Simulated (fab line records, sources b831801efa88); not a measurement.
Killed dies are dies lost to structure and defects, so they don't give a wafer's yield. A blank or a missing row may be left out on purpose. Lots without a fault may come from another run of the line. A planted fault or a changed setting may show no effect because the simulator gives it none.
fab line records | flow sky130
record lots=10 wafers=30 last_day=51
route steps=708 shown VIA2@509 METAL3@532 CAPM@539 PAD_OPEN@708
lots that met no fault: from a run of the same line without faults
start_h: hours from the record's first day to the start of the lot's first wafer shown | wait_h: hours since the lot's step before | " the same as in the row above | L1.1+2: a row that stands for several wafers | - no value, or no start given | * or withheld: withheld | < > ~ a bound
route shown NAME@n: a module of which the file shows steps, and the number in the route of the first | usual: mean/standard deviation of fault-free wafers | same: alike in all rows | chamber/n: place in a boat | sites: the reading at each site | _std_site: their standard deviation | _edge_site: outer sites' mean less inner sites' | radius_mm: how far each site lies from the wafer's centre | mask NAME#n: copy n | behind: the tool/chamber that last shaped the wafer | hold: why the lot was held/for how many hours/how that ended | device: the transistor (n, p or np) that didn't switch | end of line: the same wafers' tests at the end of the route | a step without rows: its recipe alone | killed: dies lost to structure and defects at the first sort, not the wafer's yield | map: a wafer's dies, x killed, . not, _ none there
set.NAME: the setting as run; set.NAME@STEP: as run at that earlier step | model.NAME: the simulator's own value behind a step, which no gauge read
steps of the route over a sample of lots; a table a step, a row a wafer
services: from which hour (start_h, from the record's first day; less than 0 if before it) a tool's chamber was out of use, for how many hours, and why
## steps
# step SKY_VIA2_CMP_02
# recipe material=SiO2 down_force_psi=4 platen_rpm=60 pad_velocity_m_s=0.94248
# usual head_pressure_psi=4.001/0.0099 motor_current_A=12.5/1.3
# columns lot.wafer tool chamber start_h wait_h head_pressure_psi motor_current_A
L992.2 cmp-01 3 850.10 0.1 4.003 10.7
L992.3 " 0 " " 4.028 13.7
L992.5 " 1 " " 4.000 14.1
L995.1 cmp-02 2 863.62 0.1 3.997 10.1
L995.4 " 0 " " 3.983 13.2
L995.2 " 1 " " 3.982 13.3
L102.2 cmp-01 1 920.29 0.1 4.006 14.5
L102.1 " 2 " " 3.981 13.2
L102.5 " 0 " " 3.985 12.9
L103.4 cmp-01 1 923.67 0.1 4.001 14.2
L103.3 " 2 " " 4.011 12.8
L103.6 " 3 " " 3.987 11.2
L105.1 cmp-02 3 946.62 0.8 4.004 11.9
L105.3 " 0 " " 4.014 12.2
L105.2 " 1 " " 4.007 13.6
L107.3 cmp-01 1 950.36 0.0 3.991 14.7
L107.4 " 3 " " 3.992 11.0
L107.5 " 1 " " 4.006 13.5
L108.4 cmp-01 1 961.04 0.1 3.981 14.6
L108.2 " 2 " " 4.011 12.4
L108.6 " 0 " " 3.994 13.8
L109.3 cmp-01 3 970.89 0.1 4.003 10.8
L109.5 " 2 " " 4.011 12.6
L109.6 " 3 " " 3.995 11.1
L113.1 cmp-01 0 1012.44 0.1 4.014 13.6
L113.2 " 1 " " 4.003 13.9
L113.6 " 0 " " 4.010 13.6
L111.3 cmp-02 0 1014.87 0.1 4.001 12.6
L111.4 " 1 " " 4.002 12.6
L111.2 " 2 " " 4.014 11.2
# step SKY_METAL3_SPUTTER_00
# recipe material=Ti target_thk_nm=15 power_w=3000 time_s=10 chamber_pressure_pa=0.4
# usual throttle_valve_pct=29.7/1.1
# columns lot.wafer tool chamber start_h wait_h throttle_valve_pct
L992.2 pvd_sputter-02 - 877.91 0.1 29.5
L992.3 " - " " 29.3
L992.5 " - " " 27.1
L995.1 pvd_sputter-04 - 891.80 0.1 30.7
L995.2 " - " " 29.8
L995.4 " - " " 29.9
L102.1 pvd_sputter-02 - 946.99 0.2 29.4
L102.2 " - " " 29.8
L102.5 " - " " 27.1
L103.3 pvd_sputter-01 - 949.67 0.1 31.9
L103.4 " - " " 29.9
L103.6 " - " " 30.2
L105.1 pvd_sputter-01 - 972.95 0.1 29.6
L105.2 " - " " 30.3
L105.3 " - " " 29.9
L107.3 pvd_sputter-01 - 976.02 0.2 31.8
L107.4 " - " " 30.0
L107.5 " - " " 30.3
L108.2 pvd_sputter-01 - 986.03 0.1 32.1
L108.4 " - " " 30.2
L108.6 " - " " 32.2
L109.3 pvd_sputter-04 - 996.13 0.1 29.7
L109.5 " - " " 30.4
L109.6 " - " " 29.8
L113.1 pvd_sputter-01 - 1037.46 0.2 30.1
L113.2 " - " " 29.8
L113.6 " - " " 29.9
L111.2 pvd_sputter-04 - 1040.19 0.1 29.7
L111.3 " - " " 30.5
L111.4 " - " " 30.1
# step SKY_CAPM_SPUTTER_02
# recipe material=TiN target_thk_nm=200 temp_c=300 power_w=6500 time_s=166.7 chamber_pressure_pa=0.4
# usual throttle_valve_pct=29.9/0.71
# columns lot.wafer tool chamber start_h wait_h throttle_valve_pct
L992.2 pvd_sputter-04 - 878.15 0.0 29.5
L992.3 " - " " 30.5
L992.5 " - " " 30.5
L995.1 pvd_sputter-03 - 892.03 0.1 29.9
L995.2 " - " " 29.2
L995.4 " - " " 30.3
L102.1 pvd_sputter-04 - 947.22 0.1 29.6
L102.2 " - " " 30.6
L102.5 " - " " 28.8
L103.3 pvd_sputter-04 - 949.91 0.0 30.1
L103.4 " - " " 30.4
L103.6 " - " " 30.5
L105.1 pvd_sputter-04 - 973.19 0.1 29.6
L105.2 " - " " 30.5
L105.3 " - " " 28.8
L107.3 pvd_sputter-04 - 976.25 0.0 28.7
L107.4 " - " " 29.8
L107.5 " - " " 29.9
L108.2 pvd_sputter-03 - 986.27 0.0 29.7
L108.4 " - " " 29.3
L108.6 " - " " 30.1
L109.3 pvd_sputter-01 - 996.37 0.0 31.9
L109.5 " - " " 29.8
L109.6 " - " " 30.0
L113.1 pvd_sputter-03 - 1037.70 0.1 29.7
L113.2 " - " " 29.3
L113.6 " - " " 29.7
L111.2 pvd_sputter-03 - 1040.43 0.0 29.2
L111.3 " - " " 30.1
L111.4 " - " " 29.3
# step SKY_CAPM_RS_MEAS_03
# recipe thk_meas_gauge=four-point-probe reads=TiN_of_CAPM_SPUTTER_02
# usual CAPM_TIN_RS=6.92/0.069
# columns lot.wafer tool chamber start_h wait_h CAPM_TIN_RS[ohm/sq]
L992.2 film_metro-02 - 878.28 0.1 6.97
L992.3 " - " " 6.99
L992.5 " - " " 7.02
L995.1 film_metro-03 - 892.14 0.1 6.88
L995.2 " - " " 6.88
L995.4 " - " " 6.95
L102.1 film_metro-03 - 947.33 0.1 6.95
L102.2 " - " " 6.98
L102.5 " - " " 6.91
L103.3 film_metro-03 - 950.06 0.1 5.30
L103.4 " - " " 5.22
L103.6 " - " " 5.21
L105.1 film_metro-01 - 973.30 0.1 5.20
L105.2 " - " " 5.21
L105.3 " - " " 5.23
L107.3 film_metro-02 - 976.40 0.1 5.18
L107.4 " - " " 5.19
L107.5 " - " " 5.23
L108.2 film_metro-03 - 986.41 0.1 6.99
L108.4 " - " " 6.89
L108.6 " - " " 7.01
L109.3 film_metro-02 - 996.52 0.1 6.95
L109.5 " - " " 7.00
L109.6 " - " " 6.93
L113.1 film_metro-01 - 1037.81 0.1 6.87
L113.2 " - " " 7.03
L113.6 " - " " 6.95
L111.2 film_metro-03 - 1040.56 0.1 6.91
L111.3 " - " " 6.85
L111.4 " - " " 6.90
# step SKY_CAPM_THK_MEAS_04
# recipe thk_meas_gauge=xrf reads=TiN_of_CAPM_SPUTTER_02
# usual CAPM_TIN_THK=201.8/2.3
# columns lot.wafer tool chamber start_h wait_h CAPM_TIN_THK[nm]
L992.2 film_metro-02 - 878.39 0.1 201.8
L992.3 " - " " 200.6
L992.5 " - " " 200.1
L995.1 film_metro-03 - 892.26 0.1 203.4
L995.2 " - " " 202.1
L995.4 " - " " 200.7
L102.1 film_metro-03 - 947.45 0.1 201.4
L102.2 " - " " 201.1
L102.5 " - " " 201.5
L103.3 film_metro-03 - 950.16 0.1 264.3
L103.4 " - " " 267.4
L103.6 " - " " 268.3
L105.1 film_metro-01 - 973.42 0.1 266.3
L105.2 " - " " 267.4
L105.3 " - " " 264.4
L107.3 film_metro-02 - 976.50 0.1 272.5
L107.4 " - " " 271.5
L107.5 " - " " 267.2
L108.2 film_metro-03 - 986.52 0.1 198.9
L108.4 " - " " 202.3
L108.6 " - " " 199.6
L109.3 film_metro-02 - 996.62 0.1 203.1
L109.5 " - " " 200.6
L109.6 " - " " 202.9
L113.1 film_metro-01 - 1037.93 0.1 201.9
L113.2 " - " " 197.4
L113.6 " - " " 200.8
L111.2 film_metro-03 - 1040.67 0.1 201.7
L111.3 " - " " 203.6
L111.4 " - " " 201.7
# step SKY_CAPM_OVL_MEAS_12
# usual CAPM_OVL=0.3/1.3
# columns lot.wafer tool chamber start_h wait_h CAPM_OVL[nm]
L992.2 overlay-01 - 903.64 0.1 0.9
L992.3 " - " " 2.2
L992.5 " - " " 2.0
L995.1 overlay-02 - 917.32 0.1 1.2
L995.2 " - " " 1.9
L995.4 " - " " 1.1
L102.1 overlay-01 - 971.97 0.1 -0.5
L102.2 " - " " -0.3
L102.5 " - " " -0.7
L103.3 overlay-01 - 973.55 0.1 2.9
L103.4 " - " " 0.6
L103.6 " - " " 1.2
L105.1 overlay-01 - 996.12 0.1 0.4
L105.2 " - " " -0.6
L105.3 " - " " 1.4
L107.3 overlay-01 - 998.93 0.1 -1.4
L107.4 " - " " -1.7
L107.5 " - " " -1.6
L108.2 overlay-01 - 1008.64 0.1 0.4
L108.4 " - " " 0.0
L108.6 " - " " 1.1
L109.3 overlay-02 - 1019.20 0.1 -0.2
L109.5 " - " " -2.0
L109.6 " - " " 0.9
L113.1 overlay-02 - 1059.69 0.1 -1.0
L113.2 " - " " 0.1
L113.6 " - " " -0.1
L111.2 overlay-02 - 1062.22 0.1 2.4
L111.3 " - " " 1.0
L111.4 " - " " -0.2
# step SKY_CAPM_METAL_ETCH_13
# recipe target_depth_nm=220 stop_on=SiO2 chemistry=Cl2/BCl3 target=TiN pressure_mtorr=10 icp_w=900 bias_w=48.5 Cl2_flow_sccm=60 bcl3_flow_sccm=30 time_s=62.9
# usual chamber_pressure_mTorr=9.998/0.0094 drypump_motor_current_A=5.7/0.32 mfc_cl2_sccm=60.01/0.17 oes_product_au=0.940/0.0074 throttle_valve_pct=21.901/0.01
# columns lot.wafer tool chamber start_h wait_h chamber_pressure_mTorr drypump_motor_current_A mfc_cl2_sccm oes_product_au rf_hours_counter_h throttle_valve_pct
L992.2 rie_metal-03 0 903.67 0.0 10.009 5.5 59.91 0.936 16 21.893
L992.3 " 1 " " 10.007 5.9 60.11 0.937 - 21.903
L992.5 " 0 " " 9.999 5.5 60.14 0.934 - 21.911
L995.1 rie_metal-03 0 917.35 0.0 10.006 5.5 59.82 0.939 17 21.908
L995.2 " 1 " " 10.012 5.9 59.92 0.950 11 21.895
L995.4 " 0 " " 9.981 5.5 60.10 0.928 - 21.890
L102.1 rie_metal-03 1 972.00 0.0 10.005 5.9 60.07 0.943 14 21.924
L102.2 " 1 " " 10.008 5.9 60.08 0.936 - 21.902
L102.5 " 1 " " 10.000 5.9 59.95 0.941 - 21.899
L103.3 rie_metal-02 0 973.60 0.0 9.988 6.2 59.96 0.993 - 21.861
L103.4 " 1 " " 10.007 5.4 59.94 1.003 - 21.868
L103.6 " 0 " " 9.988 6.1 59.98 0.999 - 21.867
L105.1 rie_metal-03 1 996.15 0.0 9.999 5.9 60.37 1.010 16 21.856
L105.2 " 0 " " 9.982 5.5 59.95 1.009 1 21.871
L105.3 " 0 " " 10.000 5.5 60.27 1.003 - 21.869
L107.3 rie_metal-04 1 998.98 0.0 10.003 5.3 60.26 0.996 - 21.855
L107.4 " 0 " " 9.984 6.1 60.21 1.005 - 21.865
L107.5 " 1 " " 9.990 5.3 59.88 0.994 - 21.863
L108.2 rie_metal-03 0 1008.67 0.0 9.997 5.5 60.16 0.939 1 21.920
L108.4 " 1 " " 9.987 5.9 59.60 0.938 - 21.889
L108.6 " 1 " " 9.996 5.9 59.74 0.931 - 21.930
L109.3 rie_metal-02 1 1019.25 0.0 9.989 5.4 60.24 0.936 - 21.915
L109.5 " 1 " " 9.991 5.4 60.17 0.937 - 21.910
L109.6 " 0 " " 9.998 6.2 59.79 0.942 - 21.910
L113.1 rie_metal-02 1 1059.73 0.0 9.989 5.4 60.12 0.945 17 21.900
L113.2 " 0 " " 9.986 6.2 59.97 0.924 13 21.909
L113.6 " 1 " " 9.992 5.3 60.13 0.945 - 21.904
L111.2 rie_metal-03 0 1062.28 0.0 10.003 5.5 60.11 0.930 - 21.896
L111.3 " 0 " " 10.000 5.4 60.05 0.933 - 21.894
L111.4 " 0 " " 9.996 5.5 59.96 0.948 - 21.904
# step SKY_PAD_OPEN_PROBE_99
# usual defect_limited_yield=82.4/2 killed_at_M0_to_M3=43/6.8 killed_at_M4_up=3.1/1.8 killed_at_contacts=25/5.8 killed_at_front_end=15/4.2 killed_at_other=0.3/0.5 killed_dies=87/9.7 killed_on_rim=17/4.1 killed_open=47/7.3 killed_short=39/6.6 sort_bin_3_pad_short=0.9/0.37 sort_bin_5_function=10.4/1.4 sort_bin_6_memory=6.3/1.1 sort_n_pass=405/9.7 sort_yield_pct=82.4/2
# same gross_dies=492 killed_at_back_side=0 sort_bin_4_leakage[%]=0 sort_bin_8_speed[%]=0
# columns lot.wafer tool chamber start_h wait_h defect_limited_yield[%] killed_at_M0_to_M3 killed_at_M4_up killed_at_contacts killed_at_front_end killed_at_other killed_dies killed_on_rim killed_open killed_short sort_bin_3_pad_short[%] sort_bin_5_function[%] sort_bin_6_memory[%] sort_n_pass sort_yield_pct[%]
L102.1 prober-02 - 1155.56 0.1 82.5 41 1 28 16 0 86 12 54 32 0.8 10.2 6.5 406 82.5
L102.2 prober-02 - 1155.61 0.1 83.5 38 2 23 17 1 81 16 44 37 0.8 9.6 6.1 411 83.5
L102.5 prober-02 - 1155.76 0.2 78.0 46 6 38 18 0 108 25 68 40 1.0 14.0 6.9 384 78.0
L103.3 prober-01 - 1155.78 0.2 0 35 2 15 13 427 492 96 38 28 87.0 7.3 5.7 0 0
L103.4 prober-01 - 1155.83 0.2 0 35 3 17 13 424 492 96 36 32 86.8 9.1 4.1 0 0
L103.6 prober-01 - 1155.93 0.2 0 49 4 19 15 405 492 96 50 38 82.5 12.0 5.5 0 0
L105.1 prober-01 - 1173.74 0.1 0 49 3 22 14 404 492 96 41 47 82.9 10.6 6.5 0 0
L105.2 prober-01 - 1173.79 0.1 0 46 4 29 15 398 492 96 50 44 81.7 10.4 7.9 0 0
L105.3 prober-01 - 1173.84 0.2 0 42 4 21 14 411 492 96 37 44 84.6 10.0 5.5 0 0
L107.3 prober-01 - 1175.74 0.2 0 50 1 33 12 396 492 96 47 49 81.9 11.0 7.1 0 0
L107.4 prober-01 - 1175.79 0.2 0 39 6 25 16 406 492 96 50 36 82.9 9.8 7.3 0 0
L107.5 prober-01 - 1175.84 0.2 0 47 2 32 10 401 492 96 49 43 82.7 11.2 6.1 0 0
# killed by level:class
L102.1 CONTACT:geometric_particle:open=12 VIA1:geometric_particle:open=12 VIA3:geometric_particle:open=11 FIELD_ISO:geometric_particle:short=5 LI_CONTACT:geometric_particle:open=5 LOCAL_INTERCONNECT:geometric_particle:short=5 VIA1:geometric_particle:short=5 FIELD_ISO:geometric_particle:open=4
L102.2 VIA1:geometric_particle:open=11 FIELD_ISO:geometric_particle:open=6 LI_CONTACT:geometric_particle:open=5 LOCAL_INTERCONNECT:geometric_particle:short=5 CONTACT:geometric_particle:open=5 METAL2:geometric_particle:short=5 POLY_GATE:geometric_particle:open=4 LI_CONTACT:geometric_particle:short=4
L102.5 CONTACT:geometric_particle:open=16 VIA1:geometric_particle:open=12 VIA3:geometric_particle:open=11 LI_CONTACT:geometric_particle:open=9 LI_CONTACT:geometric_particle:short=6 FIELD_ISO:geometric_particle:short=5 POLY_GATE:geometric_particle:open=5 CONTACT:geometric_particle:short=5
L103.3 CAPM:area_etch=426 VIA3:geometric_particle:open=10 VIA1:geometric_particle:open=8 CONTACT:geometric_particle:short=6 FIELD_ISO:geometric_particle:open=4 CONTACT:geometric_particle:open=4 SPACER:geometric_particle:short=3 VIA2:geometric_particle:open=3
L103.4 CAPM:area_etch=424 VIA1:geometric_particle:open=9 FIELD_ISO:geometric_particle:short=7 CONTACT:geometric_particle:open=6 METAL1:geometric_particle:short=5 VIA3:geometric_particle:open=5 VIA2:geometric_particle:open=5 LI_CONTACT:geometric_particle:open=4
L103.6 CAPM:area_etch=404 VIA1:geometric_particle:open=10 VIA2:geometric_particle:open=9 FIELD_ISO:geometric_particle:open=7 CONTACT:geometric_particle:open=6 METAL1:geometric_particle:short=6 METAL2:geometric_particle:short=6 VIA3:geometric_particle:open=5
L105.1 CAPM:area_etch=404 VIA1:geometric_particle:short=11 VIA1:geometric_particle:open=11 CONTACT:geometric_particle:open=6 METAL1:geometric_particle:short=5 LI_CONTACT:geometric_particle:open=5 CONTACT:geometric_particle:short=5 VIA2:geometric_particle:open=5
L105.2 CAPM:area_etch=398 CONTACT:geometric_particle:open=10 VIA3:geometric_particle:open=10 LI_CONTACT:geometric_particle:open=8 VIA2:geometric_particle:open=5 VIA3:geometric_particle:short=5 LI_CONTACT:geometric_particle:short=4 LOCAL_INTERCONNECT:geometric_particle:short=4
L105.3 CAPM:area_etch=411 CONTACT:geometric_particle:open=8 METAL2:geometric_particle:short=7 VIA1:geometric_particle:short=7 CONTACT:geometric_particle:short=6 VIA2:geometric_particle:open=5 VIA1:geometric_particle:open=5 LI_CONTACT:geometric_particle:open=4
L107.3 CAPM:area_etch=396 CONTACT:geometric_particle:open=11 VIA1:geometric_particle:open=10 CONTACT:geometric_particle:short=9 METAL2:geometric_particle:short=9 LI_CONTACT:geometric_particle:open=7 METAL1:geometric_particle:short=7 VIA2:geometric_particle:open=6
L107.4 CAPM:area_etch=406 VIA1:geometric_particle:open=11 METAL2:geometric_particle:short=9 LI_CONTACT:geometric_particle:open=7 CONTACT:geometric_particle:open=7 VIA3:geometric_particle:open=7 FIELD_ISO:geometric_particle:short=5 LOCAL_INTERCONNECT:geometric_particle:short=4
L107.5 CAPM:area_etch=400 CONTACT:geometric_particle:open=15 VIA1:geometric_particle:open=12 VIA3:geometric_particle:open=9 VIA1:geometric_particle:short=7 CONTACT:geometric_particle:short=6 METAL1:geometric_particle:short=6 FIELD_ISO:geometric_particle:short=5
## services
# columns tool chamber start_h hours kind
cmp-01 - 843.77 1.6 repair
cmp-01 - 848.98 0.4 repair
rie_metal-02 1 849.39 1.5 repair
cmp-01 - 850.55 4.6 pm
cmp-02 - 861.64 0.3 repair
rie_metal-03 1 866.77 1.2 repair
pvd_sputter-03 - 869.41 4.9 repair
pvd_sputter-01 - 874.92 3.5 repair
rie_metal-03 1 904.62 6.2 repair
cmp-01 - 912.00 4.0 pm
pvd_sputter-02 - 919.42 3.8 repair
cmp-01 - 932.08 5.5 pm
cmp-02 - 943.59 2.7 repair
pvd_sputter-04 - 944.69 2.5 repair
pvd_sputter-04 0 979.92 - consumable_replace:kit
rie_metal-04 - 984.47 2.8 pm
rie_metal-02 - 988.84 0.4 repair
pvd_sputter-03 - 1014.78 18.9 repair
rie_metal-03 - 1018.67 8.5 repair
cmp-02 - 1024.29 14.3 pm
cmp-01 - 1027.29 1.1 repair
pvd_sputter-04 - 1050.04 23.7 repair
rie_metal-03 1 1054.32 15.0 repair
pvd_sputter-01 - 1059.79 2.6 repair
## key
first_sign step=SKY_CAPM_RS_MEAS_03 reading=CAPM_TIN_RS direction=down sigmas=25 usual=6.92 struck=5.22
effect step=SKY_CAPM_THK_MEAS_04 reading=CAPM_TIN_THK direction=up sigmas=28 usual=201.8 struck=267.7
effect step=SKY_CAPM_METAL_ETCH_13 reading=oes_product_au direction=up sigmas=8.3 usual=0.940 struck=1.001
effect step=SKY_PAD_OPEN_PROBE_99 reading=killed_at_other direction=up sigmas=99+ usual=0.3 struck=408
more_kills_born_at SKY_CAPM_METAL_ETCH_13@rie_metal-02=1254 SKY_CAPM_METAL_ETCH_13@rie_metal-03=1213 SKY_CAPM_METAL_ETCH_13@rie_metal-04=1202
met_at SKY_CAPM_SPUTTER_02
struck_lots L103,L105,L107
later_rows_left_out L103.3,L103.4,L103.6,L105.1,L105.2,L105.3,L107.3,L107.4,L107.5
not_acting_at SKY_VIA2_CMP_02,SKY_METAL3_SPUTTER_00,SKY_CAPM_OVL_MEAS_12
onset_between 947.22 949.91
fault kind=process_parameter_drift tool=pvd_sputter-04 chamber=- onset_h=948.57 steps=SKY_CAPM_SPUTTER_02 channel=target_thk_nm offset=64.62 shape=step end_h=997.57 acts_in=these_recipes_only stated=200
# later_rows_left_out: the simulator's readings of these wafers behind a module that went badly wrong aren't trusted and aren't shown, but for the sort
